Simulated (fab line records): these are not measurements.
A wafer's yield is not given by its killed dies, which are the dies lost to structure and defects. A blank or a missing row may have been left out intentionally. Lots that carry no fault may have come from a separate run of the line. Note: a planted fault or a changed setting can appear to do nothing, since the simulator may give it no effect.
A struck lot beside a sound one / flow sfqLine / 19 steps out of a route of 325
Sound: wafers L674.2, L674.3, L674.4. Wafers L664.1, L664.4, L664.5 were the ones struck. The cause is named last.
Each step with rows lists, per side, the tool, then ch with its chambers, then its first start. Under that, the readings that differ: sound wafers / struck wafers / difference of the means / sigmas: that difference in standard deviations of wafers without a fault.
alike: a reading whose means differ by less than 2 such deviations, as well as words and numbers matching on both sides. not compared: withheld readings; readings where some wafer has no value; bounds like >300 that might hide an equal value; numbers whose values overlap and for which the record gives no deviation.
Wherever a step has rows on one side only, a row that says differs or no value, or a row with sigmas, the two part there. Numbers that don't overlap but have no deviation are shown without sigmas and don't part them. Lack of a reading on every wafer of one side parts them only where that side has two or more wafers.

SFQ_M4_OVL_MEAS_926:
  struck on overlay-02, day 49 05:54; sound on overlay-01, day 53 17:18
  alike: M4_OVL
then, 1 step without rows for these wafers: SFQ_TRILAYER_M4_BARC_OPEN_METAL_ETCH_123 (etches BARC in O2, target depth 125 nm, time 41.7 s).
SFQ_TRILAYER_M4_ETCH_METAL_ETCH_096: etches Nb in Cl2/Ar, stops on SiO2, target depth 240 nm, time 120 s.
  sound on rieMetal-02 ch 0,1, day 53 17:25; struck on rieMetal-02 ch 0,1, day 49 05:59
  alike: drypumpMotorCurrentA, oesProductAu
  not compared: rfHoursCounterH
SFQ_TRILAYER_M4_STRIP_STRIP_097: strips in O2.
  sound on rieMetal-02 ch 0,1, day 53 17:35; struck on rieMetal-02 ch 0,1, day 49 06:07
  alike: drypumpMotorCurrentA, oesProductAu
  not compared: rfHoursCounterH
then, 1 step without rows for these wafers: SFQ_TRILAYER_M4_STRIP_SOLV_CLEAN_098 (cleans in NMP, time 600 s).
SFQ_TRILAYER_I4_DEP_PECVD_099: deposits SiO2 from SiH4/N2O, time 111.11 s, target thk 500 nm.
  sound on pecvd-01 ch 1,2, day 53 18:33; struck on pecvd-02 ch 0,1,2, day 49 06:53
  alike: heaterPowerW, throttleValvePct
SFQ_TRILAYER_I4_CMP_CMP_100: polishes SiO2.
  sound on cmp-01 ch 0,2,3, day 53 19:25; struck on cmp-01 ch 1,2,3, day 49 06:58
  alike: motorCurrentA, timeToEndpointS
SFQ_I4_BOW_MEAS_927:
  struck on filmMetro-01, day 49 09:58; sound on filmMetro-01, day 53 22:26
  alike: I4_BOW
then, 4 steps without rows for these wafers: SFQ_TRILAYER_I4_METRO_MEASURE_101; SFQ_TRILAYER_I4_VIA_LITHO_COAT_108 (resist thk 62 nm); SFQ_TRILAYER_I4_VIA_LITHO_COAT_103 (resist thk 650 nm); SFQ_TRILAYER_I4_VIA_LITHO_SOFTBAKE_107.
SFQ_TRILAYER_I4_VIA_LITHO_EXPOSE_104: exposes mask I4, target cd 700 nm.
  sound on krfScanner-01 ch 0, day 58 06:23; struck on krfScanner-02 ch 0, day 49 12:23
  alike: mask
then, 2 steps without rows for these wafers: SFQ_TRILAYER_I4_VIA_LITHO_PEB_106 (peb time 60 s); SFQ_TRILAYER_I4_VIA_LITHO_DEVELOP_105 (time 60 s).
SFQ_I4_OVL_MEAS_928:
  struck on overlay-02, day 49 13:53; sound on overlay-01, day 58 07:42
  alike: I4_OVL
SFQ_TRILAYER_I4_VIA_BARC_OPEN_VIA_ETCH_146: etches BARC in O2, target depth 125 nm, time 41.7 s.
  sound on rieDiel-03 ch 0,2,3, day 58 07:44; struck on rieDiel-02 ch 0,2, day 49 13:55
reading=model.I4.cdNm (nm); sound=702.9 699.3 699.7; struck=730 719.5 747; difference=+32; sigmas=
  alike: drypumpMotorCurrentA, oesProductAu
  not compared: rfHoursCounterH
SFQ_TRILAYER_I4_VIA_ETCH_VIA_ETCH_106: etches SiO2 in CHF3, stops on Nb, target depth 260 nm.
  sound on rieDiel-03 ch 0,2,3, day 58 07:46; struck on rieDiel-02 ch 0,2, day 49 13:57
reading=model.I4.cdNm (nm); sound=706.7 699.3 701.9; struck=729.6 716.1 743.3; difference=+27.0; sigmas=
  alike: drypumpMotorCurrentA, oesProductAu
SFQ_TRILAYER_I4_VIA_STRIP_STRIP_107: strips in O2.
  sound on rieMetal-04 ch 0,1, day 58 07:53; struck on rieMetal-04 ch 1, day 49 14:04
  alike: drypumpMotorCurrentA, oesProductAu
  not compared: rfHoursCounterH

WHERE THEY PART
Nowhere in this record.

WHY: whatever the simulator had introduced
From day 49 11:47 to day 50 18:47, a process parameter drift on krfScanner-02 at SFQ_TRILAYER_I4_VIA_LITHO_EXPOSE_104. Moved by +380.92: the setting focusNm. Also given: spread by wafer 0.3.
